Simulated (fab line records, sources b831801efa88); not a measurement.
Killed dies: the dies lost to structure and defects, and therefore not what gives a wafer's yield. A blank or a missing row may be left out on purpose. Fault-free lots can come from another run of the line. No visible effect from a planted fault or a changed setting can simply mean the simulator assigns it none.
fab line records    flow sky130
[record] lots = 5  wafers = 15  last_day = 49
route steps=708 shown LDD_N@241 PAD_OPEN@708
lots that met no fault: taken from a fault-free run of the same line
start_h: hours from the record's first day to the start of the lot's first wafer shown    wait_h: hours elapsed since this lot's preceding step    " as in the row above    L1.1+2: a single row standing in for several wafers    - no value, or no start was given    * or withheld: withheld    < > ~ a bound
route shown NAME@n: names a module that has steps shown in the file, with the first one's number in the route    usual: mean/standard deviation taken from wafers without a fault    same: alike in all rows    chamber/n: place in a boat    sites: the reading at each site    _std_site: how widely they spread, as a standard deviation    _edge_site: inner sites' mean taken away from outer sites' mean    radius_mm: how far each site lies from the wafer's centre    mask NAME#n: copy n    behind: the last tool/chamber to shape the wafer    hold: the reason the lot was held/the length of the hold in hours/how it ended    device: transistor that didn't switch, given as n, p or np    end of line: the route-end tests of the same wafers    a step with no rows: only its recipe    killed: count of dies lost to structure and defects at first sort (not the wafer's yield)    map: a wafer's dies, marking killed ones x, the rest . and places with no die _
set.NAME: the setting the step ran with; set.NAME@STEP: the setting that earlier step ran with    model.NAME: the simulator's own value behind a step, which no gauge read
certain route steps with their lots: each step a table, each wafer a row
services: from which hour (start_h, from the record's first day; less than 0 if before it) a tool's chamber was out of use, for how many hours, and why
[[steps]]
[step SKY_LDD_N_EXPOSE_04]
[recipe] mask_id = NTM  target_cd_nm = 840  na = 0.6  source_shape = conventional  sigma_outer = 0.6  dose_mj = 110
[step SKY_LDD_N_PEB_05]
[recipe] temp_c = withheld  time_s = *  resist = NOVOLAK
[step SKY_LDD_N_DEVELOP_06]
[recipe] develop_time_s = 60  dev_temp_c = 23
[step SKY_LDD_N_OVL_MEAS_07]
[usual] LDD_N_OVL = 1.1/1.3
lot.wafer  tool        chamber  start_h  wait_h  LDD_N_OVL[nm]
L412.1     overlay-02  -        414.50   0.1     -1.1
L412.5     "           -        "        "       0.8
L412.6     "           -        "        "       0.1
L413.2     overlay-01  -        434.68   0.1     3.3
L413.4     "           -        "        "       3.2
L413.6     "           -        "        "       4.3
L418.3     overlay-01  -        475.91   0.1     0.1
L418.4     "           -        "        "       1.3
L418.5     "           -        "        "       -0.2
L425.2     overlay-02  -        531.03   0.1     0.6
L425.4     "           -        "        "       1.1
L425.5     "           -        "        "       0.6
L426.2     overlay-02  -        546.60   0.1     1.9
L426.4     "           -        "        "       2.3
L426.5     "           -        "        "       1.7
[step SKY_LDD_N_IMPLANT_08]
[recipe] species = As  energy_kev = 20  dose_cm2 = 7.5e+13  tilt_deg = withheld  rotation_deg = 23
[step SKY_LDD_N_IMPLANT_09]
[recipe] species = As  energy_kev = 20  dose_cm2 = 7.5e+13  tilt_deg = withheld  rotation_deg = 113
[step SKY_LDD_N_IMPLANT_10]
[recipe] species = As  energy_kev = 20  dose_cm2 = 7.5e+13  tilt_deg = withheld  rotation_deg = 203
[step SKY_LDD_N_IMPLANT_11]
[recipe] species = As  energy_kev = 20  dose_cm2 = 7.5e+13  tilt_deg = withheld  rotation_deg = 293
[step SKY_LDD_N_IMPLANT_12]
[recipe] species = BF2  energy_kev = 50  dose_cm2 = 5e+12  tilt_deg = 30  rotation_deg = 0
[step SKY_LDD_N_IMPLANT_13]
[recipe] species = BF2  energy_kev = 50  dose_cm2 = 5e+12  tilt_deg = 30  rotation_deg = 90
[step SKY_LDD_N_IMPLANT_14]
[recipe] species = BF2  energy_kev = 50  dose_cm2 = 5e+12  tilt_deg = 30  rotation_deg = 180
[step SKY_LDD_N_IMPLANT_15]
[recipe] species = BF2  energy_kev = 50  dose_cm2 = 5e+12  tilt_deg = 30  rotation_deg = 270
[step SKY_LDD_N_STRIP_16]
[recipe] chemistry = O2/N2  power_w = 1400  pressure_mtorr = 1500  platen_temp_c = withheld  o2_flow_sccm = 3000  n2_flow_sccm = 300  overash_fraction = 0.5
[usual] drypump_motor_current_A = 5.8/0.44  oes_product_au = 0.406/0.0051  strip_time_to_endpoint_s = 4.315/0.013
lot.wafer  tool             chamber  start_h  wait_h  drypump_motor_current_A  oes_product_au  rf_hours_counter_h  strip_time_to_endpoint_s
L412.1     plasma_asher-01  0        415.74   0.1     5.1                      0.410           73                  4.317
L412.5     "                0        "        "       5.1                      0.411           -                   4.323
L412.6     "                1        "        "       6.0                      0.411           -                   4.327
L413.2     plasma_asher-01  0        435.91   0.1     5.1                      0.411           75                  4.327
L413.4     "                0        "        "       5.1                      0.396           -                   4.337
L413.6     "                0        "        "       5.1                      0.409           -                   4.343
L418.3     plasma_asher-01  0        477.16   0.1     5.1                      0.896           -                   -
L418.4     "                1        "        "       6.0                      0.888           -                   -
L418.5     "                1        "        "       6.1                      0.893           -                   -
L425.2     plasma_asher-01  0        532.26   0.1     5.1                      0.404           84                  4.304
L425.4     "                0        "        "       5.1                      0.409           -                   4.322
L425.5     "                0        "        "       5.1                      0.405           -                   4.328
L426.2     plasma_asher-04  0        547.83   0.1     5.9                      0.409           11                  4.330
L426.4     "                0        "        "       5.9                      0.410           -                   4.311
L426.5     "                0        "        "       5.9                      0.413           -                   4.314
[step SKY_LDD_N_TW_MEAS_17]
[usual] LDD_N_TW = 2582/22
lot.wafer  tool           chamber  start_h  wait_h  LDD_N_TW
L412.1     film_metro-01  -        415.84   0.1     2555
L412.5     "              -        "        "       2558
L412.6     "              -        "        "       2543
L413.2     film_metro-01  -        436.02   0.1     2559
L413.4     "              -        "        "       2560
L413.6     "              -        "        "       2568
L418.3     film_metro-04  -        477.25   0.1     2603
L418.4     "              -        "        "       2592
L418.5     "              -        "        "       2601
L425.2     film_metro-04  -        532.37   0.1     2594
L425.4     "              -        "        "       2597
L425.5     "              -        "        "       2577
L426.2     film_metro-03  -        547.94   0.1     2603
L426.4     "              -        "        "       2599
L426.5     "              -        "        "       2603
[step SKY_PAD_OPEN_PROBE_99]
[usual] killed_at_M0_to_M3 = 45/7  killed_at_M4_up = 3.4/1.8  killed_at_contacts = 24/5.4  killed_at_front_end = 16/4.8  killed_at_other = 0.4/0.62  killed_dies = 89/10  killed_open = 48/7.2  killed_short = 40/6.3
[same] gross_dies = 492  killed_at_back_side = 0
lot.wafer  tool       chamber  start_h  wait_h  killed_at_M0_to_M3  killed_at_M4_up  killed_at_contacts  killed_at_front_end  killed_at_other  killed_dies  killed_open  killed_short
L412.1     prober-02  -        1082.77  0.1     44                  3                17                  20                   0                84           48           36
L412.5     prober-02  -        1082.97  0.2     52                  3                15                  21                   0                91           48           42
L412.6     prober-02  -        1083.02  0.2     55                  7                25                  19                   0                106          54           51
L413.2     prober-01  -        1094.66  0.1     44                  3                26                  18                   0                91           52           38
L413.4     prober-01  -        1094.76  0.2     38                  2                19                  17                   1                77           43           34
L413.6     prober-01  -        1094.86  0.2     38                  6                17                  14                   2                77           39           37
L418.3     prober-02  -        1122.92  0.2     38                  3                31                  16                   0                88           47           41
L418.4     prober-02  -        1122.97  0.2     41                  4                20                  16                   1                82           46           36
L418.5     prober-02  -        1123.02  0.2     39                  5                19                  12                   1                76           44           32
L425.2     prober-01  -        1155.97  0.1     48                  3                26                  27                   1                105          55           49
L425.4     prober-01  -        1156.07  0.2     46                  3                31                  15                   0                95           56           39
L425.5     prober-01  -        1156.12  0.2     48                  6                30                  12                   0                96           60           35
L426.2     prober-02  -        1167.42  0.1     37                  3                20                  12                   1                73           39           34
L426.4     prober-02  -        1167.52  0.2     50                  1                28                  25                   0                104          59           45
L426.5     prober-02  -        1167.57  0.2     48                  4                22                  16                   1                91           52           37
// killed by level:class
L412.1 VIA1:geometric_particle:open=14 VIA2:geometric_particle:open=8 POLY_GATE:geometric_particle:short=7 METAL2:geometric_particle:short=6 FIELD_ISO:geometric_particle:open=5 METAL1:geometric_particle:short=5 LOCAL_INTERCONNECT:geometric_particle:open=4 CONTACT:geometric_particle:short=4
L412.5 VIA1:geometric_particle:open=13 VIA2:geometric_particle:open=9 VIA1:geometric_particle:short=9 VIA3:geometric_particle:open=7 FIELD_ISO:geometric_particle:short=6 FIELD_ISO:geometric_particle:open=6 CONTACT:geometric_particle:open=6 METAL2:geometric_particle:short=4
L412.6 VIA1:geometric_particle:open=12 VIA2:geometric_particle:open=11 VIA1:geometric_particle:short=7 VIA3:geometric_particle:open=6 FIELD_ISO:geometric_particle:short=5 LI_CONTACT:geometric_particle:short=5 LI_CONTACT:geometric_particle:open=5 CONTACT:geometric_particle:open=5
L413.2 CONTACT:geometric_particle:open=11 VIA1:geometric_particle:open=9 VIA3:geometric_particle:open=9 METAL2:geometric_particle:short=8 POLY_GATE:geometric_particle:short=7 LI_CONTACT:geometric_particle:open=6 FIELD_ISO:geometric_particle:short=4 METAL1:geometric_particle:short=4
L413.4 LI_CONTACT:geometric_particle:open=9 VIA1:geometric_particle:open=7 METAL2:geometric_particle:short=7 FIELD_ISO:geometric_particle:open=6 VIA3:geometric_particle:open=6 METAL3:geometric_particle:short=5 POLY_GATE:geometric_particle:open=4 CONTACT:geometric_particle:open=4
L413.6 LI_CONTACT:geometric_particle:open=8 VIA3:geometric_particle:open=7 POLY_GATE:geometric_particle:open=6 VIA1:geometric_particle:open=6 METAL3:geometric_particle:short=6 METAL4:geometric_particle:short=5 VIA3:geometric_particle:short=4 POLY_GATE:geometric_particle:short=3
L418.3 CONTACT:geometric_particle:open=11 METAL1:geometric_particle:short=9 VIA1:geometric_particle:open=9 FIELD_ISO:geometric_particle:open=6 LI_CONTACT:geometric_particle:open=6 CONTACT:geometric_particle:short=6 LOCAL_INTERCONNECT:geometric_particle:short=5 VIA2:geometric_particle:open=4
L418.4 VIA1:geometric_particle:open=8 METAL1:geometric_particle:short=7 VIA2:geometric_particle:open=6 CONTACT:geometric_particle:open=6 VIA3:geometric_particle:open=6 POLY_GATE:geometric_particle:open=4 LI_CONTACT:geometric_particle:open=4 LOCAL_INTERCONNECT:geometric_particle:short=4
L418.5 CONTACT:geometric_particle:open=8 VIA1:geometric_particle:open=7 VIA3:geometric_particle:open=7 METAL2:geometric_particle:short=5 POLY_GATE:geometric_particle:short=4 VIA2:geometric_particle:open=4 VIA1:geometric_particle:short=4 FIELD_ISO:geometric_particle:open=3
L425.2 LI_CONTACT:geometric_particle:open=10 VIA1:geometric_particle:open=10 VIA2:geometric_particle:open=9 FIELD_ISO:geometric_particle:open=8 FIELD_ISO:geometric_particle:short=8 METAL1:geometric_particle:short=8 CONTACT:geometric_particle:open=6 CONTACT:geometric_particle:short=5
L425.4 VIA1:geometric_particle:open=14 CONTACT:geometric_particle:open=12 VIA2:geometric_particle:open=9 LI_CONTACT:geometric_particle:open=8 POLY_GATE:geometric_particle:short=6 METAL1:geometric_particle:short=6 FIELD_ISO:geometric_particle:open=5 VIA3:geometric_particle:open=5
L425.5 VIA1:geometric_particle:open=15 CONTACT:geometric_particle:open=12 VIA3:geometric_particle:open=9 LI_CONTACT:geometric_particle:open=8 FIELD_ISO:geometric_particle:open=5 CONTACT:geometric_particle:short=5 VIA1:geometric_particle:short=4 METAL2:geometric_particle:short=4
L426.2 CONTACT:geometric_particle:open=7 VIA1:geometric_particle:open=6 VIA2:geometric_particle:open=6 LI_CONTACT:geometric_particle:open=5 METAL1:geometric_particle:short=5 POLY_GATE:geometric_particle:short=4 VIA2:geometric_particle:short=4 VIA3:geometric_particle:open=4
L426.4 VIA1:geometric_particle:open=11 CONTACT:geometric_particle:open=9 LI_CONTACT:geometric_particle:open=8 VIA2:geometric_particle:open=8 VIA3:geometric_particle:open=7 FIELD_ISO:geometric_particle:short=6 POLY_GATE:geometric_particle:open=6 METAL1:geometric_particle:short=6
L426.5 VIA1:geometric_particle:open=12 CONTACT:geometric_particle:open=9 METAL1:geometric_particle:short=7 METAL2:geometric_particle:short=7 VIA2:geometric_particle:open=7 LI_CONTACT:geometric_particle:open=6 FIELD_ISO:geometric_particle:open=5 CONTACT:geometric_particle:short=4
[[services]]
tool             chamber  start_h  hours  kind
plasma_asher-04  -        402.15   2.4    repair
plasma_asher-04  -        421.25   9.0    pm
plasma_asher-04  0        421.25   9.0    vent_cycle
plasma_asher-04  1        421.25   9.0    vent_cycle
plasma_asher-04  0        430.25   -      clean
plasma_asher-04  1        430.25   -      clean
plasma_asher-04  -        441.50   1.0    repair
plasma_asher-01  -        446.61   1.3    repair
plasma_asher-04  -        477.43   4.0    pm
plasma_asher-01  -        502.01   3.6    repair
plasma_asher-01  -        516.94   0.4    repair
[[key]]
[first_sign] step = SKY_LDD_N_STRIP_16  reading = oes_product_au  direction = up  sigmas = 95  usual = 0.406  struck = 0.893
effect none on later readings
met_at SKY_LDD_N_STRIP_16
struck_wafers L418.3,L418.4,L418.5
tester_left_out L418
onset_between 435.91 477.16
[fault] kind = strip_aborted  tool = plasma_asher-01  chamber = -  onset_h = 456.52  steps = SKY_LDD_N_STRIP_16  offset = 0.74049  end_h = 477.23
// tester_left_out: of these lots the tester's yield and bins aren't shown, on N5 and GAA mostly nor the transistor test; their killed dies are dies lost to structure and defects alone, not to doping, threshold or leakage, so they don't give the yield
